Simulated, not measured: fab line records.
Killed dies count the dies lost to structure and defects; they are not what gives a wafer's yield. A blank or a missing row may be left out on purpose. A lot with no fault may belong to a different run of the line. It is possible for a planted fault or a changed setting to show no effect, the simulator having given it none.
fab line records	flow sky130
[record] lots = 14	wafers = 42	last-day = 50
route steps=708 shown VT_ADJUST_HVTR@142 SONOS_ONO@171 GATE_OXIDE@193 POLY_GATE@205 PAD_OPEN@708
lots that met no fault: from a run of the same line without faults
start-h: start of the lot's first displayed wafer, in hours after the record's first day	wait-h: hours from the lot's prior step to this one	" the same as in the row above	L1.1+2: a single row standing in for several wafers	- no value present, or no start provided	* or withheld: withheld	< > ~ a bound
route shown NAME@n: a module of which the file shows steps, and the number in the route of the first	usual: the fault-free wafers' mean and standard deviation	same: alike in all rows	chamber/n: place in a boat	sites: per-site readings	_std_site: the values' standard deviation	_edge_site: mean of outer sites minus mean of inner sites	radius-mm: how far each site lies from the wafer's centre	mask NAME#n: copy n	behind: the last tool/chamber to shape the wafer	hold: the reason the lot was held/the length of the hold in hours/how it ended	device: the transistor (n, p or np) that didn't switch	end of line: tests of these same wafers at the route's end	where a step has no rows: the recipe by itself	killed: count of dies lost to structure and defects at first sort (not the wafer's yield)	map: a wafer's dies, marking killed ones x, the rest . and places with no die _
set.NAME: the setting the step ran with; set.NAME@STEP: the setting that earlier step ran with	model.NAME: the simulator's own value behind a step, which no gauge read
a sample of lots followed through the steps of the route, with each step as a table and each wafer as a row
[[steps]]
[step SKY_VT_ADJUST_HVTR_TW_MEAS_11]
[usual] VT_ADJUST_HVTR_TW = 211.7/1.5
lot.wafer	tool	chamber	start-h	wait-h	VT_ADJUST_HVTR_TW
L240.1	film-metro-02	-	204.03	0.1	210.0
L240.2	"	-	"	"	209.5
L240.3	"	-	"	"	210.9
L242.1	film-metro-02	-	220.47	0.1	209.5
L242.2	"	-	"	"	209.0
L242.4	"	-	"	"	211.2
L243.4	film-metro-02	-	229.85	0.1	211.1
L243.5	"	-	"	"	209.9
L243.6	"	-	"	"	210.3
L244.1	film-metro-02	-	237.48	0.1	210.2
L244.2	"	-	"	"	211.5
L244.4	"	-	"	"	211.1
L246.1	film-metro-01	-	249.93	0.1	214.0
L246.3	"	-	"	"	213.5
L246.4	"	-	"	"	214.3
L247.2	film-metro-02	-	260.53	0.1	210.9
L247.5	"	-	"	"	211.5
L247.6	"	-	"	"	210.9
L250.1	film-metro-02	-	277.02	0.1	210.1
L250.4	"	-	"	"	210.4
L250.6	"	-	"	"	210.8
L255.2	film-metro-01	-	314.34	0.1	213.5
L255.3	"	-	"	"	212.5
L255.4	"	-	"	"	212.3
L256.3	film-metro-02	-	324.24	0.1	210.8
L256.5	"	-	"	"	211.4
L256.6	"	-	"	"	210.2
L257.2	film-metro-03	-	332.64	0.1	212.0
L257.4	"	-	"	"	213.0
L257.5	"	-	"	"	212.5
L258.1	film-metro-03	-	340.38	0.1	214.2
L258.2	"	-	"	"	212.2
L258.4	"	-	"	"	214.2
L259.2	film-metro-03	-	344.59	0.1	213.6
L259.3	"	-	"	"	213.9
L259.5	"	-	"	"	213.8
L261.1	film-metro-02	-	359.43	0.1	210.2
L261.2	"	-	"	"	208.8
L261.3	"	-	"	"	209.1
L263.3	film-metro-01	-	375.44	0.1	213.6
L263.4	"	-	"	"	213.4
L263.5	"	-	"	"	212.6
[step SKY_SONOS_ONO_THK_MEAS_03]
[recipe] reads = Si3N4_of_SONOS_ONO_CVD_02
[usual] SONOS_ONO_CVD_02_THK = 10.56/0.13
lot.wafer	tool	chamber	start-h	wait-h	SONOS_ONO_CVD_02_THK[nm]
L240.1	film-metro-04	-	254.53	0.0	10.57
L240.2	"	-	"	"	10.49
L240.3	"	-	"	"	10.59
L242.1	film-metro-04	-	271.64	0.0	10.59
L242.2	"	-	"	"	10.59
L242.4	"	-	"	"	10.48
L243.4	film-metro-03	-	280.58	0.0	10.54
L243.5	"	-	"	"	10.61
L243.6	"	-	"	"	10.45
L244.1	film-metro-03	-	289.53	0.0	10.53
L244.2	"	-	"	"	10.59
L244.4	"	-	"	"	10.50
L246.1	film-metro-03	-	305.42	0.0	10.71
L246.3	"	-	"	"	10.48
L246.4	"	-	"	"	10.68
L247.2	film-metro-03	-	317.20	0.0	10.50
L247.5	"	-	"	"	10.44
L247.6	"	-	"	"	10.49
L250.1	film-metro-04	-	336.95	0.0	10.60
L250.4	"	-	"	"	10.63
L250.6	"	-	"	"	10.47
L255.2	film-metro-03	-	377.09	0.0	10.32
L255.3	"	-	"	"	10.41
L255.4	"	-	"	"	10.46
L256.3	film-metro-04	-	383.70	0.0	10.44
L256.5	"	-	"	"	10.49
L256.6	"	-	"	"	10.36
L257.2	film-metro-04	-	393.94	0.0	10.38
L257.4	"	-	"	"	10.31
L257.5	"	-	"	"	10.42
L258.1	film-metro-04	-	402.16	0.0	10.84
L258.2	"	-	"	"	10.79
L258.4	"	-	"	"	10.88
L259.2	film-metro-04	-	405.39	0.0	10.73
L259.3	"	-	"	"	10.81
L259.5	"	-	"	"	10.67
L261.1	film-metro-04	-	422.37	0.0	10.54
L261.2	"	-	"	"	10.64
L261.3	"	-	"	"	10.64
L263.3	film-metro-03	-	439.18	0.0	10.57
L263.4	"	-	"	"	10.70
L263.5	"	-	"	"	10.61
[step SKY_GATE_OXIDE_SOFTBAKE_06]
[recipe] temp-c = 90	time-s = 60	resist = NOVOLAK
[usual] heater-power-total-W = 56.59/0.048
lot.wafer	tool	chamber	start-h	wait-h	heater-power-total-W
L240.1	litho-track-04	0	295.71	0.1	56.52
L240.2	"	0	"	"	56.58
L240.3	"	0	"	"	56.54
L242.1	litho-track-04	0	320.01	0.1	56.57
L242.2	"	0	"	"	56.59
L242.4	"	0	"	"	56.58
L243.4	litho-track-04	0	323.89	0.1	56.67
L243.5	"	0	"	"	56.57
L243.6	"	0	"	"	56.60
L244.1	litho-track-04	0	333.06	0.1	56.64
L244.2	"	0	"	"	56.58
L244.4	"	0	"	"	56.57
L246.1	litho-track-01	0	349.47	0.1	56.58
L246.3	"	0	"	"	56.67
L246.4	"	0	"	"	56.61
L247.2	litho-track-04	0	362.04	0.1	56.56
L247.5	"	0	"	"	56.51
L247.6	"	0	"	"	56.58
L250.1	litho-track-01	0	384.52	0.1	56.61
L250.4	"	0	"	"	56.62
L250.6	"	0	"	"	56.60
L255.2	litho-track-04	0	425.54	0.1	60.18
L255.3	"	0	"	"	60.07
L255.4	"	0	"	"	59.98
L256.3	litho-track-04	0	431.56	0.1	60.10
L256.5	"	0	"	"	59.99
L256.6	"	0	"	"	60.05
L257.2	litho-track-02	0	442.54	0.1	56.65
L257.4	"	0	"	"	56.60
L257.5	"	0	"	"	56.62
L258.1	litho-track-02	0	450.82	0.1	56.52
L258.2	"	0	"	"	56.62
L258.4	"	0	"	"	56.63
L259.2	litho-track-01	0	455.24	0.1	56.56
L259.3	"	0	"	"	56.62
L259.5	"	0	"	"	56.61
L261.1	litho-track-01	0	471.37	0.1	56.62
L261.2	"	0	"	"	56.61
L261.3	"	0	"	"	56.54
L263.3	litho-track-01	0	488.77	0.1	56.66
L263.4	"	0	"	"	56.61
L263.5	"	0	"	"	56.62
[step SKY_POLY_GATE_THK_MEAS_01]
[recipe] reads = poly-Si_of_POLY_GATE_CVD_00
[usual] POLY_GATE_CVD_00_THK = 179.6/2.1
lot.wafer	tool	chamber	start-h	wait-h	POLY_GATE_CVD_00_THK[nm]
L240.1	film-metro-02	-	313.46	0.0	181.3
L240.2	"	-	"	"	182.4
L240.3	"	-	"	"	181.4
L242.1	film-metro-04	-	338.56	0.0	182.2
L242.2	"	-	"	"	182.8
L242.4	"	-	"	"	182.9
L243.4	film-metro-04	-	340.97	0.0	179.5
L243.5	"	-	"	"	181.1
L243.6	"	-	"	"	179.5
L244.1	film-metro-02	-	352.60	0.0	175.1
L244.2	"	-	"	"	174.0
L244.4	"	-	"	"	174.7
L246.1	film-metro-02	-	366.68	0.0	180.1
L246.3	"	-	"	"	178.1
L246.4	"	-	"	"	178.8
L247.2	film-metro-01	-	379.79	0.0	178.9
L247.5	"	-	"	"	180.4
L247.6	"	-	"	"	180.2
L250.1	film-metro-01	-	402.72	0.0	176.9
L250.4	"	-	"	"	178.3
L250.6	"	-	"	"	177.6
L255.2	film-metro-02	-	445.06	0.0	181.0
L255.3	"	-	"	"	181.1
L255.4	"	-	"	"	179.6
L256.3	film-metro-04	-	450.41	0.0	182.1
L256.5	"	-	"	"	181.1
L256.6	"	-	"	"	182.2
L257.2	film-metro-01	-	462.50	0.0	181.2
L257.4	"	-	"	"	182.0
L257.5	"	-	"	"	179.8
L258.1	film-metro-02	-	470.59	0.0	175.5
L258.2	"	-	"	"	177.6
L258.4	"	-	"	"	175.3
L259.2	film-metro-04	-	473.61	0.0	181.2
L259.3	"	-	"	"	179.5
L259.5	"	-	"	"	180.7
L261.1	film-metro-02	-	489.45	0.0	181.1
L261.2	"	-	"	"	181.8
L261.3	"	-	"	"	180.5
L263.3	film-metro-04	-	508.37	0.0	183.0
L263.4	"	-	"	"	180.1
L263.5	"	-	"	"	180.5
[step SKY_PAD_OPEN_PROBE_99]
[usual] killed_at_M0_to_M3 = 42/7.2	killed_at_M4_up = 3.5/1.8	killed-at-contacts = 25/5.7	killed-at-front-end = 16/4.6	killed-at-other = 0.2/0.41	killed-dies = 86/9.3	killed-open = 47/6.3	killed-short = 39/5.9
[same] gross-dies = 492	killed-at-back-side = 0
lot.wafer	tool	chamber	start-h	wait-h	killed_at_M0_to_M3	killed_at_M4_up	killed-at-contacts	killed-at-front-end	killed-at-other	killed-dies	killed-open	killed-short
L240.1	prober-02	-	1077.43	0.1	56	2	23	16	0	97	52	45
L240.2	prober-02	-	1077.48	0.1	45	2	23	13	0	83	33	50
L240.3	prober-02	-	1077.53	0.2	48	1	14	22	0	85	40	45
L242.1	prober-02	-	1097.32	0.1	42	3	32	18	0	95	51	44
L242.2	prober-02	-	1097.37	0.1	43	6	42	13	0	104	57	47
L242.4	prober-02	-	1097.47	0.2	41	3	27	16	0	87	49	38
L243.4	prober-02	-	1101.24	0.2	44	5	18	13	0	80	43	37
L243.5	prober-02	-	1101.29	0.2	33	1	21	13	0	68	40	28
L243.6	prober-02	-	1101.34	0.2	35	4	20	15	0	74	42	32
L244.1	prober-01	-	1106.15	0.1	42	3	25	13	0	83	40	43
L244.2	prober-01	-	1106.20	0.1	47	6	21	21	0	95	45	50
L244.4	prober-01	-	1106.30	0.2	30	2	20	19	2	73	45	28
L246.1	prober-01	-	1115.93	0.1	45	1	19	16	0	81	40	41
L246.3	prober-01	-	1116.03	0.2	33	3	24	24	0	84	45	39
L246.4	prober-01	-	1116.08	0.2	41	0	31	18	0	90	47	43
L247.2	prober-02	-	1125.67	0.1	49	3	23	18	0	93	52	41
L247.5	prober-02	-	1125.82	0.2	44	2	29	10	0	85	49	36
L247.6	prober-02	-	1125.87	0.2	32	4	39	17	1	93	54	39
L250.1	prober-01	-	1143.86	0.1	39	5	21	14	0	79	41	38
L250.4	prober-01	-	1144.01	0.2	44	5	25	12	0	86	47	39
L250.6	prober-01	-	1144.11	0.2	35	5	30	12	0	82	49	33
L255.2	prober-02	-	1169.88	0.1	24	3	30	17	0	74	45	29
L255.3	prober-02	-	1169.93	0.2	46	3	35	19	0	103	56	47
L255.4	prober-02	-	1169.98	0.2	45	3	27	31	0	106	60	46
L256.3	prober-01	-	1171.75	0.2	46	6	21	24	0	97	57	40
L256.5	prober-01	-	1171.85	0.2	41	5	24	21	0	91	51	40
L256.6	prober-01	-	1171.90	0.2	52	5	27	15	0	99	58	41
L257.2	prober-02	-	1176.98	0.1	45	4	27	17	0	93	58	35
L257.4	prober-02	-	1177.08	0.2	53	3	24	15	0	95	52	43
L257.5	prober-02	-	1177.13	0.2	48	4	24	19	0	95	59	36
L258.1	prober-01	-	1182.02	0.1	36	1	23	18	1	79	46	33
L258.2	prober-01	-	1182.07	0.1	29	2	41	16	1	89	47	42
L258.4	prober-01	-	1182.17	0.2	38	1	30	15	0	84	42	42
L259.2	prober-02	-	1183.40	0.1	43	3	24	15	0	85	47	38
L259.3	prober-02	-	1183.45	0.2	44	4	13	19	0	80	52	28
L259.5	prober-02	-	1183.55	0.2	51	1	24	21	0	97	47	50
L261.1	prober-02	-	1191.69	0.1	44	8	22	17	0	91	55	36
L261.2	prober-02	-	1191.74	0.1	42	6	20	20	0	88	51	37
L261.3	prober-02	-	1191.79	0.2	49	0	18	17	0	84	46	38
L263.3	prober-02	-	1200.72	0.2	42	3	15	15	0	75	45	30
L263.4	prober-02	-	1200.77	0.2	34	4	26	4	0	68	46	22
L263.5	prober-02	-	1200.82	0.2	40	3	26	10	1	80	48	32
// killed by level:class
L240.1 VIA1:geometric-particle:open=15 VIA2:geometric-particle:open=9 CONTACT:geometric-particle:open=7 METAL3:geometric-particle:short=7 METAL2:geometric-particle:short=6 VIA3:geometric-particle:open=6 POLY_GATE:geometric-particle:open=5 LOCAL_INTERCONNECT:geometric-particle:short=5
L240.2 METAL1:geometric-particle:short=8 METAL3:geometric-particle:short=7 CONTACT:geometric-particle:short=7 METAL2:geometric-particle:short=7 CONTACT:geometric-particle:open=6 VIA1:geometric-particle:open=6 VIA2:geometric-particle:open=4 VIA1:geometric-particle:short=4
L240.3 METAL1:geometric-particle:short=7 VIA1:geometric-particle:open=7 METAL2:geometric-particle:short=7 VIA2:geometric-particle:open=6 FIELD_ISO:geometric-particle:short=5 METAL3:geometric-particle:short=5 LI_CONTACT:geometric-particle:open=4 POLY_GATE:geometric-particle:short=4
L242.1 CONTACT:geometric-particle:open=13 VIA1:geometric-particle:open=10 CONTACT:geometric-particle:short=9 METAL2:geometric-particle:short=8 FIELD_ISO:geometric-particle:open=7 LOCAL_INTERCONNECT:geometric-particle:short=6 VIA2:geometric-particle:open=6 VIA1:geometric-particle:short=5
L242.2 CONTACT:geometric-particle:open=24 METAL2:geometric-particle:short=9 VIA3:geometric-particle:open=7 LOCAL_INTERCONNECT:geometric-particle:short=7 METAL4:geometric-particle:short=6 POLY_GATE:geometric-particle:open=5 CONTACT:geometric-particle:short=5 METAL3:geometric-particle:short=5
L242.4 CONTACT:geometric-particle:open=10 VIA1:geometric-particle:open=10 VIA3:geometric-particle:open=7 CONTACT:geometric-particle:short=5 METAL2:geometric-particle:short=5 METAL3:geometric-particle:short=5 POLY_GATE:geometric-particle:open=4 LI_CONTACT:geometric-particle:open=4
L243.4 VIA1:geometric-particle:open=11 VIA1:geometric-particle:short=7 VIA2:geometric-particle:open=7 CONTACT:geometric-particle:open=6 CONTACT:geometric-particle:short=5 LI_CONTACT:geometric-particle:open=4 METAL2:geometric-particle:short=4 VIA2:geometric-particle:short=4
L243.5 CONTACT:geometric-particle:open=10 VIA2:geometric-particle:open=7 METAL1:geometric-particle:short=5 VIA1:geometric-particle:open=5 METAL2:geometric-particle:short=5 FIELD_ISO:geometric-particle:open=4 POLY_GATE:geometric-particle:open=4 LOCAL_INTERCONNECT:geometric-particle:short=4
L243.6 VIA1:geometric-particle:open=8 CONTACT:geometric-particle:open=7 LI_CONTACT:geometric-particle:open=6 METAL1:geometric-particle:short=6 FIELD_ISO:geometric-particle:open=5 VIA2:geometric-particle:open=5 FIELD_ISO:geometric-particle:short=4 VIA1:geometric-particle:short=4
L244.1 VIA2:geometric-particle:open=13 LOCAL_INTERCONNECT:geometric-particle:short=7 METAL1:geometric-particle:short=6 VIA2:geometric-particle:short=6 LI_CONTACT:geometric-particle:open=5 CONTACT:geometric-particle:open=5 VIA3:geometric-particle:open=5 LI_CONTACT:geometric-particle:short=4
L244.2 VIA1:geometric-particle:open=11 VIA2:geometric-particle:open=8 CONTACT:geometric-particle:open=7 POLY_GATE:geometric-particle:short=6 FIELD_ISO:geometric-particle:short=5 METAL1:geometric-particle:short=5 LOCAL_INTERCONNECT:geometric-particle:short=5 VIA3:geometric-particle:open=5
L244.4 VIA1:geometric-particle:open=10 CONTACT:geometric-particle:open=10 METAL1:geometric-particle:short=7 VIA3:geometric-particle:open=5 FIELD_ISO:geometric-particle:open=4 POLY_GATE:geometric-particle:open=4 LOCAL_INTERCONNECT:geometric-particle:short=4 CONTACT:geometric-particle:short=3
L246.1 VIA2:geometric-particle:open=8 VIA3:geometric-particle:open=7 FIELD_ISO:geometric-particle:short=6 VIA1:geometric-particle:open=6 CONTACT:geometric-particle:open=6 METAL2:geometric-particle:short=6 FIELD_ISO:geometric-particle:open=5 VIA1:geometric-particle:short=5
L246.3 VIA1:geometric-particle:open=9 CONTACT:geometric-particle:open=8 CONTACT:geometric-particle:short=7 FIELD_ISO:geometric-particle:short=7 FIELD_ISO:geometric-particle:open=6 LI_CONTACT:geometric-particle:open=5 VIA2:geometric-particle:open=5 METAL1:geometric-particle:short=5
L246.4 LI_CONTACT:geometric-particle:open=9 CONTACT:geometric-particle:short=8 CONTACT:geometric-particle:open=7 VIA2:geometric-particle:open=7 VIA1:geometric-particle:open=7 POLY_GATE:geometric-particle:open=6 METAL2:geometric-particle:short=6 VIA3:geometric-particle:open=6
L247.2 VIA2:geometric-particle:open=11 VIA1:geometric-particle:open=9 CONTACT:geometric-particle:open=8 METAL1:geometric-particle:short=7 LI_CONTACT:geometric-particle:open=6 FIELD_ISO:geometric-particle:open=5 VIA1:geometric-particle:short=5 LOCAL_INTERCONNECT:geometric-particle:short=4
L247.5 VIA1:geometric-particle:open=15 CONTACT:geometric-particle:open=12 LI_CONTACT:geometric-particle:open=7 METAL2:geometric-particle:short=6 METAL1:geometric-particle:short=5 VIA1:geometric-particle:short=5 VIA3:geometric-particle:open=4 VIA2:geometric-particle:open=4
L247.6 CONTACT:geometric-particle:open=14 LI_CONTACT:geometric-particle:open=10 VIA2:geometric-particle:open=7 CONTACT:geometric-particle:short=6 LOCAL_INTERCONNECT:geometric-particle:short=6 VIA3:geometric-particle:open=5 FIELD_ISO:geometric-particle:short=4 POLY_GATE:geometric-particle:open=4
L250.1 VIA1:geometric-particle:open=10 VIA1:geometric-particle:short=7 LI_CONTACT:geometric-particle:open=6 VIA3:geometric-particle:open=6 CONTACT:geometric-particle:open=6 FIELD_ISO:geometric-particle:short=4 CONTACT:geometric-particle:short=4 VIA2:geometric-particle:open=4
L250.4 CONTACT:geometric-particle:open=9 VIA1:geometric-particle:open=8 LI_CONTACT:geometric-particle:open=8 VIA2:geometric-particle:open=8 VIA2:geometric-particle:short=5 METAL1:geometric-particle:short=5 FIELD_ISO:geometric-particle:open=4 CONTACT:geometric-particle:short=4
L250.6 CONTACT:geometric-particle:open=14 VIA1:geometric-particle:open=9 LI_CONTACT:geometric-particle:open=7 METAL1:geometric-particle:short=6 CONTACT:geometric-particle:short=5 FIELD_ISO:geometric-particle:short=4 METAL2:geometric-particle:short=4 VIA2:geometric-particle:open=4
L255.2 CONTACT:geometric-particle:open=12 LI_CONTACT:geometric-particle:open=8 VIA1:geometric-particle:open=7 LOCAL_INTERCONNECT:geometric-particle:short=5 VIA3:geometric-particle:open=5 POLY_GATE:geometric-particle:open=4 CONTACT:geometric-particle:short=4 FIELD_ISO:geometric-particle:short=3
L255.3 CONTACT:geometric-particle:open=19 VIA1:geometric-particle:open=12 POLY_GATE:geometric-particle:short=7 FIELD_ISO:geometric-particle:short=6 VIA2:geometric-particle:open=6 METAL2:geometric-particle:short=6 CONTACT:geometric-particle:short=6 VIA1:geometric-particle:short=5
L255.4 VIA3:geometric-particle:open=15 CONTACT:geometric-particle:open=10 FIELD_ISO:geometric-particle:short=9 POLY_GATE:geometric-particle:short=8 VIA1:geometric-particle:open=7 VIA2:geometric-particle:open=7 POLY_GATE:geometric-particle:open=6 FIELD_ISO:geometric-particle:open=5
L256.3 VIA1:geometric-particle:open=12 METAL1:geometric-particle:short=8 CONTACT:geometric-particle:open=7 VIA3:geometric-particle:open=7 FIELD_ISO:geometric-particle:open=6 VIA2:geometric-particle:open=6 POLY_GATE:geometric-particle:open=6 LI_CONTACT:geometric-particle:open=6
L256.5 CONTACT:geometric-particle:open=11 METAL1:geometric-particle:short=10 VIA3:geometric-particle:open=9 POLY_GATE:geometric-particle:short=8 LI_CONTACT:geometric-particle:open=7 VIA1:geometric-particle:open=7 FIELD_ISO:geometric-particle:open=4 VIA2:geometric-particle:open=4
L256.6 LI_CONTACT:geometric-particle:open=12 VIA1:geometric-particle:open=11 VIA2:geometric-particle:open=7 CONTACT:geometric-particle:open=7 METAL2:geometric-particle:short=6 VIA3:geometric-particle:open=5 METAL1:geometric-particle:open=5 METAL1:geometric-particle:short=5
L257.2 CONTACT:geometric-particle:open=12 VIA1:geometric-particle:open=12 VIA2:geometric-particle:open=9 VIA3:geometric-particle:open=7 METAL2:geometric-particle:short=6 METAL1:geometric-particle:short=6 POLY_GATE:geometric-particle:open=5 FIELD_ISO:geometric-particle:open=4
L257.4 VIA1:geometric-particle:open=14 CONTACT:geometric-particle:open=8 METAL2:geometric-particle:short=7 VIA3:geometric-particle:open=7 POLY_GATE:geometric-particle:open=5 LI_CONTACT:geometric-particle:open=5 CONTACT:geometric-particle:short=5 VIA3:geometric-particle:short=5
L257.5 CONTACT:geometric-particle:open=10 VIA2:geometric-particle:open=8 VIA1:geometric-particle:open=8 VIA3:geometric-particle:open=8 LI_CONTACT:geometric-particle:open=7 FIELD_ISO:geometric-particle:open=6 METAL1:geometric-particle:short=6 VIA3:geometric-particle:short=6
L258.1 CONTACT:geometric-particle:open=10 VIA1:geometric-particle:open=8 VIA2:geometric-particle:open=8 VIA1:geometric-particle:short=7 LOCAL_INTERCONNECT:geometric-particle:short=5 METAL2:geometric-particle:short=5 FIELD_ISO:geometric-particle:short=4 POLY_GATE:geometric-particle:open=4
L258.2 LI_CONTACT:geometric-particle:open=12 LI_CONTACT:geometric-particle:short=8 CONTACT:geometric-particle:short=8 FIELD_ISO:geometric-particle:open=7 CONTACT:geometric-particle:open=6 VIA1:geometric-particle:open=6 VIA3:geometric-particle:open=6 LOCAL_INTERCONNECT:geometric-particle:short=5
L258.4 LI_CONTACT:geometric-particle:open=9 VIA1:geometric-particle:open=9 LOCAL_INTERCONNECT:geometric-particle:short=8 CONTACT:geometric-particle:open=8 VIA1:geometric-particle:short=7 VIA3:geometric-particle:open=6 METAL2:geometric-particle:short=5 FIELD_ISO:geometric-particle:short=4
L259.2 VIA1:geometric-particle:open=11 LI_CONTACT:geometric-particle:open=9 CONTACT:geometric-particle:open=7 VIA2:geometric-particle:open=7 FIELD_ISO:geometric-particle:short=5 VIA1:geometric-particle:short=4 METAL2:geometric-particle:short=4 LI_CONTACT:geometric-particle:short=3
L259.3 VIA1:geometric-particle:open=11 LI_CONTACT:geometric-particle:open=7 POLY_GATE:geometric-particle:open=6 VIA3:geometric-particle:open=6 VIA2:geometric-particle:open=6 FIELD_ISO:geometric-particle:short=4 POLY_GATE:geometric-particle:short=4 VIA3:geometric-particle:short=4
L259.5 VIA1:geometric-particle:open=11 VIA1:geometric-particle:short=7 VIA2:geometric-particle:open=7 LI_CONTACT:geometric-particle:open=6 METAL2:geometric-particle:short=6 VIA3:geometric-particle:short=5 POLY_GATE:geometric-particle:short=5 LOCAL_INTERCONNECT:geometric-particle:short=5
L261.1 VIA1:geometric-particle:open=13 LI_CONTACT:geometric-particle:open=9 VIA1:geometric-particle:short=8 VIA3:geometric-particle:open=8 CONTACT:geometric-particle:open=7 FIELD_ISO:geometric-particle:open=4 METAL4:geometric-particle:short=4 FIELD_ISO:geometric-particle:short=3
L261.2 CONTACT:geometric-particle:open=10 VIA2:geometric-particle:open=10 VIA1:geometric-particle:open=8 FIELD_ISO:geometric-particle:short=6 VIA3:geometric-particle:open=5 METAL4:geometric-particle:short=5 LI_CONTACT:geometric-particle:open=4 FIELD_ISO:geometric-particle:open=3
L261.3 VIA1:geometric-particle:open=11 VIA3:geometric-particle:open=7 FIELD_ISO:geometric-particle:short=6 VIA2:geometric-particle:open=6 CONTACT:geometric-particle:open=5 METAL1:geometric-particle:short=5 VIA1:geometric-particle:short=5 SPACER:geometric-particle:open=4
L263.3 VIA2:geometric-particle:open=10 VIA1:geometric-particle:open=9 METAL1:geometric-particle:short=7 VIA3:geometric-particle:open=6 FIELD_ISO:geometric-particle:short=5 FIELD_ISO:geometric-particle:open=4 CONTACT:geometric-particle:open=4 VIA1:geometric-particle:short=4
L263.4 VIA1:geometric-particle:open=12 CONTACT:geometric-particle:open=9 LI_CONTACT:geometric-particle:open=9 VIA2:geometric-particle:open=7 VIA3:geometric-particle:short=4 LOCAL_INTERCONNECT:geometric-particle:short=4 VIA3:geometric-particle:open=4 METAL4:geometric-particle:short=3
L263.5 VIA1:geometric-particle:open=9 CONTACT:geometric-particle:open=9 VIA2:geometric-particle:open=8 METAL1:geometric-particle:short=6 LI_CONTACT:geometric-particle:open=6 CONTACT:geometric-particle:short=6 VIA3:geometric-particle:open=6 LOCAL_INTERCONNECT:geometric-particle:short=3
[[key]]
[first-sign] step = SKY_GATE_OXIDE_SOFTBAKE_06	reading = heater-power-total-W	direction = up	sigmas = 72	usual = *	struck = *
effect none on later readings
met-at SKY_GATE_OXIDE_SOFTBAKE_06
struck-lots L255,L256
tester-left-out L255,L256
not-acting-at SKY_VT_ADJUST_HVTR_TW_MEAS_11,SKY_SONOS_ONO_THK_MEAS_03,SKY_POLY_GATE_THK_MEAS_01
onset-between 362.04 425.54
[fault] kind = process-parameter-drift	tool = litho-track-04	chamber = -	onset-h = 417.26	steps = SKY_GATE_OXIDE_SOFTBAKE_06	channel = time-s	offset = *	shape = step	end-h = 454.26	acts-in = *	stated = *
// tester-left-out: of these lots the tester's yield and bins aren't shown, on N5 and GAA mostly nor the transistor test; their killed dies are dies lost to structure and defects alone, not to doping, threshold or leakage, so they don't give the yield
